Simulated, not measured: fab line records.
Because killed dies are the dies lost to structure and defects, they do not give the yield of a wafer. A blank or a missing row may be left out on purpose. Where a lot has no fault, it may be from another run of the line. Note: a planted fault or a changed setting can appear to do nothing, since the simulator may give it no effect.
A lot that was struck, set against a sound lot    flow sky130    15 steps out of a route of 708
Sound: wafers L109.2, L109.4, L109.6. Wafers L125.1, L125.2, L125.4 were the ones struck. At the end, the cause is stated.
For every step that has rows: the tool of each side, followed by ch and its chambers, followed by its first start. Under that, the readings that differ: sound wafers    struck wafers    difference of the means    sigmas: that difference in standard deviations of wafers without a fault.
alike: a reading whose means differ by less than 2 such deviations, as well as words and numbers matching on both sides. not compared: withheld readings; readings where some wafer has no value; bounds like >300 that might hide an equal value; numbers whose values overlap and for which the record gives no deviation.
Wherever a step has rows on one side only, a row that says differs or no value, or a row with sigmas, the two part there. When numbers do not overlap yet have no deviation, they are printed without sigmas and do not part them. A reading that every wafer of one side lacks parts them only if that side has two wafers or more.

first, 3 steps without rows for these wafers: SKY_PASSIVATION_EXPOSE_08 (exposes mask NSM, target cd 3000 nm); SKY_PASSIVATION_PEB_09; SKY_PASSIVATION_DEVELOP_10 (develop time 60 s).
SKY_PASSIVATION_ETCH_11: etches the open film in CF4/O2, stops on AlCu, target depth 725 nm, time 161.1 s.
  sound on rieDiel-03 ch 0,2,3, day 44 00:29; struck on rieDiel-01 ch 0,1,3, day 48 23:44
  alike: biasW, drypumpMotorCurrentA, oesProductAu, throttleValvePct
  not compared: rfHoursCounterH
SKY_PASSIVATION_STRIP_12: strips in O2/N2.
  sound on plasmaAsher-01 ch 0, day 44 00:35; struck on plasmaAsher-01 ch 0,1, day 48 23:50
  alike: drypumpMotorCurrentA, oesProductAu, stripTimeToEndpointS
  not compared: rfHoursCounterH
then, 7 steps without rows for these wafers: SKY_PAD_OPEN_DEHYDRATE_00 (time 60 s); SKY_PAD_OPEN_HMDS_01 (prime time 60 s); SKY_PAD_OPEN_COAT_02 (resist thk 3000 nm); SKY_PAD_OPEN_SOFTBAKE_03; SKY_PAD_OPEN_EXPOSE_04 (exposes mask PDM, target cd 60000 nm); SKY_PAD_OPEN_PEB_05; SKY_PAD_OPEN_DEVELOP_06 (develop time 60 s).
SKY_PAD_OPEN_ETCH_07: etches the open film in CF4/O2, stops on AlCu, target depth 725 nm, time 161.1 s.
  sound on rieDiel-02 ch 0,2,3, day 44 22:20; struck on rieDiel-04 ch 0,1,3, day 49 16:31
reading    sound              struck             difference  sigmas
biasW (W)  150.3 150.7 149.9  139.7 139.5 139.7  -10.7       -27
  alike: drypumpMotorCurrentA, oesProductAu, throttleValvePct
  not compared: rfHoursCounterH
SKY_PAD_OPEN_STRIP_08: strips in O2/N2.
  sound on plasmaAsher-02 ch 0,1, day 44 22:26; struck on plasmaAsher-03 ch 0,1, day 49 16:37
  alike: drypumpMotorCurrentA, oesProductAu
  not compared: rfHoursCounterH
SKY_PAD_OPEN_PROBE_99:
  sound: prober-01 at day 45 00:43; struck: prober-02 at day 49 18:50
  alike: defectLimitedYield, killed_at_M0_to_M3, killed_at_M4_up, killedAtContacts, killedAtFrontEnd, killedAtOther, killedDies, killedOpen, killedShort, sort_bin_3_pad_short, sort_bin_5_function, sort_bin_6_memory, sortNPass, sortYieldPct

## WHERE THEY PART
Within this record, at SKY_PAD_OPEN_ETCH_07 only. Later steps at which nothing parts them and some readings are alike: SKY_PAD_OPEN_STRIP_08, SKY_PAD_OPEN_PROBE_99.

WHY: the cause the simulator had injected
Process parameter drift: rieDiel-04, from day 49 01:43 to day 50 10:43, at SKY_PAD_OPEN_ETCH_07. Setting biasW shifted by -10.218 from 150. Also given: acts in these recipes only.
